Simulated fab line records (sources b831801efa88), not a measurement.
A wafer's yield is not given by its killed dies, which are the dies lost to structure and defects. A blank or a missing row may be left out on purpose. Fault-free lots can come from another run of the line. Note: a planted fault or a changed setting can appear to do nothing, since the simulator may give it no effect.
One fault seen from 2 desks || flow gf180mcu || what lay behind the numbers comes last; until then each desk has only its own

THE METROLOGY DESK
Means of the sampled wafers that have a number, per lot and without regard to the tool the lot ran on: this is what the gauges read. Marked OUT: a lot whose mean sits more than 4 standard deviations from the usual mean, which makes it out of limits; the brackets give that distance.
Columns: A = M5_OVL at GF_M5_OVL_MEAS_08, usual 4 nm
{"lot": "L189", "first seen here": "day 26 08:08", "A": 10}
{"lot": "L190", "first seen here": "day 26 13:49", "A": 7}
{"lot": "L191", "first seen here": "day 26 23:43", "A": -1}
{"lot": "L192", "first seen here": "day 27 01:40", "A": 7}
{"lot": "L193", "first seen here": "day 27 11:06", "A": 0}
{"lot": "L195", "first seen here": "day 28 01:49", "A": 2}
{"lot": "L196", "first seen here": "day 28 13:30", "A": -5}
{"lot": "L197", "first seen here": "day 28 20:01", "A": 3}
{"lot": "L198", "first seen here": "day 29 01:24", "A": 5}
{"lot": "L199", "first seen here": "day 29 08:28", "A": 6}
{"lot": "L200", "first seen here": "day 29 17:39", "A": 5}
{"lot": "L201", "first seen here": "day 29 22:19", "A": 2}
{"lot": "L208", "first seen here": "day 32 05:06", "A": 12}
Result from this desk: across the 13 lots, nothing is out of limits.

FOR THE TOOL OWNER'S DESK: pvdSputter-02
The tool's own readings at GF_SALICIDE_SPUTTER_03 (material TiN, target thk 20 nm, time 16.7 s): means of the sampled wafers that have a number, for each lot that ran on this tool. Marked OUT: a lot whose mean sits more than 4 standard deviations from the usual mean, which makes it out of limits; the brackets give that distance.
Columns: A = throttleValvePct at GF_SALICIDE_SPUTTER_03, usual 29.9 %
{"lot": "L189", "first seen here": "day 15 04:11", "A": 29.2}
{"lot": "L190", "first seen here": "day 15 11:13", "A": 28.9}
{"lot": "L191", "first seen here": "day 15 19:37", "A": 29.9}
{"lot": "L193", "first seen here": "day 16 09:05", "A": 28.9}
{"lot": "L197", "first seen here": "day 17 19:55", "A": 30.4}
{"lot": "L198", "first seen here": "day 18 04:40", "A": 29.2}
{"lot": "L201", "first seen here": "day 19 08:17", "A": 29.3}
{"lot": "L208", "first seen here": "day 22 10:49", "A": 29.7}
Result from this desk: across the 8 lots, nothing is out of limits.

ALL TOGETHER
Metrology desk: nothing out of limits seen.
The desk of the tool owner found nothing out of limits.

WHAT THE SIMULATOR HAD INSERTED
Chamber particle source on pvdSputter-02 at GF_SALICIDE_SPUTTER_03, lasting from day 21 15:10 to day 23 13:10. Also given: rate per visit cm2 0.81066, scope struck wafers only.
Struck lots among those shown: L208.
